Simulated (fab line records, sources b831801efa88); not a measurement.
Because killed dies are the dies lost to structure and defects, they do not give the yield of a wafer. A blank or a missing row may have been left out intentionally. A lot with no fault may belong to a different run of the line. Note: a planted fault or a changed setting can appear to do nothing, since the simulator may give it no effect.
Chamber matching || flow sky130 || SKY_VIA3_ETCH_14 on rieDiel-01: 4 sister chambers
The step etches BARC in N2/H2, stops on SiO2, time 45.9 s, target depth 60 nm. 16 wafers are shown with their chamber, then 8 later ones without.

WAFERS PAIRED WITH THEIR CHAMBERS
{"wafer": "L077.2", "chamber": 1, "oesProductAu (a.u.)": 0.853, "throttleValvePct (%)": 13.217}
{"wafer": "L077.3", "chamber": 0, "oesProductAu (a.u.)": 0.855, "throttleValvePct (%)": 13.222}
{"wafer": "L077.6", "chamber": 3, "oesProductAu (a.u.)": 0.850, "throttleValvePct (%)": 13.236}
{"wafer": "L081.3", "chamber": 1, "oesProductAu (a.u.)": 0.856, "throttleValvePct (%)": 13.217}
{"wafer": "L081.5", "chamber": 3, "oesProductAu (a.u.)": 0.858, "throttleValvePct (%)": 13.236}
{"wafer": "L081.6", "chamber": 0, "oesProductAu (a.u.)": 0.859, "throttleValvePct (%)": 13.223}
{"wafer": "L084.1", "chamber": 2, "oesProductAu (a.u.)": 0.859, "throttleValvePct (%)": 13.222}
{"wafer": "L084.2", "chamber": 1, "oesProductAu (a.u.)": 0.856, "throttleValvePct (%)": 13.240}
{"wafer": "L084.3", "chamber": 0, "oesProductAu (a.u.)": 0.854, "throttleValvePct (%)": 13.211}
{"wafer": "L084.4", "chamber": 3, "oesProductAu (a.u.)": 0.850, "throttleValvePct (%)": 13.219}
{"wafer": "L084.5", "chamber": 3, "oesProductAu (a.u.)": 0.855, "throttleValvePct (%)": 13.221}
{"wafer": "L084.6", "chamber": 2, "oesProductAu (a.u.)": 0.862, "throttleValvePct (%)": 13.219}
{"wafer": "L090.1", "chamber": 2, "oesProductAu (a.u.)": 0.853, "throttleValvePct (%)": 13.230}
{"wafer": "L090.2", "chamber": 0, "oesProductAu (a.u.)": 0.850, "throttleValvePct (%)": 13.231}
{"wafer": "L090.3", "chamber": 3, "oesProductAu (a.u.)": 0.855, "throttleValvePct (%)": 13.218}
{"wafer": "L090.4", "chamber": 1, "oesProductAu (a.u.)": 0.855, "throttleValvePct (%)": 13.226}

SIGNATURES, as means of the wafers listed above
{"reading": "oesProductAu", "chamber 0": 0.85450, "chamber 1": 0.85500, "chamber 2": 0.85800, "chamber 3": 0.85360, "scatter within a chamber": 0.00339}
{"reading": "throttleValvePct", "chamber 0": 13.22175, "chamber 1": 13.22500, "chamber 2": 13.22367, "chamber 3": 13.22600, "scatter within a chamber": 0.00894}
Rule: a wafer's distance from a chamber is the root of the sum, over the readings, of the square of ((its reading less the chamber's mean) divided by the reading's scatter). The wafer belongs to the nearest chamber; if the next one is less than 2 further off, it can't be placed. The scatter: take each reading less its chamber's mean, square it, sum over the shown wafers, divide by the number of wafers less the number of chambers, and take the root.

WAFERS WITH NO CHAMBER GIVEN
{"wafer": "L090.5", "oesProductAu (a.u.)": 0.850, "throttleValvePct (%)": 13.223}
{"wafer": "L090.6", "oesProductAu (a.u.)": 0.861, "throttleValvePct (%)": 13.227}
{"wafer": "L091.1", "oesProductAu (a.u.)": 0.853, "throttleValvePct (%)": 13.226}
{"wafer": "L091.5", "oesProductAu (a.u.)": 0.851, "throttleValvePct (%)": 13.220}
{"wafer": "L091.6", "oesProductAu (a.u.)": 0.843, "throttleValvePct (%)": 13.210}
{"wafer": "L096.2", "oesProductAu (a.u.)": 0.850, "throttleValvePct (%)": 13.221}
{"wafer": "L096.4", "oesProductAu (a.u.)": 0.861, "throttleValvePct (%)": 13.227}
{"wafer": "L096.5", "oesProductAu (a.u.)": 0.859, "throttleValvePct (%)": 13.233}

THE CHAMBER EACH PASSED THROUGH
{"wafer": "L090.5", "from the rows above": "can't be placed: 3 or 0 or 1 or 2", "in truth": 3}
{"wafer": "L090.6", "from the rows above": "can't be placed: 2 or 1 or 0 or 3", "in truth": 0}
{"wafer": "L091.1", "from the rows above": "can't be placed: 3 or 1 or 0 or 2", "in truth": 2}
{"wafer": "L091.5", "from the rows above": "can't be placed: 3 or 0 or 1 or 2", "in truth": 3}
{"wafer": "L091.6", "from the rows above": "can't be placed: 3 or 0 or 1 or 2", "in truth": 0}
{"wafer": "L096.2", "from the rows above": "can't be placed: 3 or 0 or 1 or 2", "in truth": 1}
{"wafer": "L096.4", "from the rows above": "can't be placed: 2 or 1 or 0 or 3", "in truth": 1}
{"wafer": "L096.5", "from the rows above": "can't be placed: 2 or 1 or 3 or 0", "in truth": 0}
Correct placement for 0 of the 8. Unplaceable from these rows: 8, with the true chamber sitting among the candidates in 8. Placed wrongly: 0.
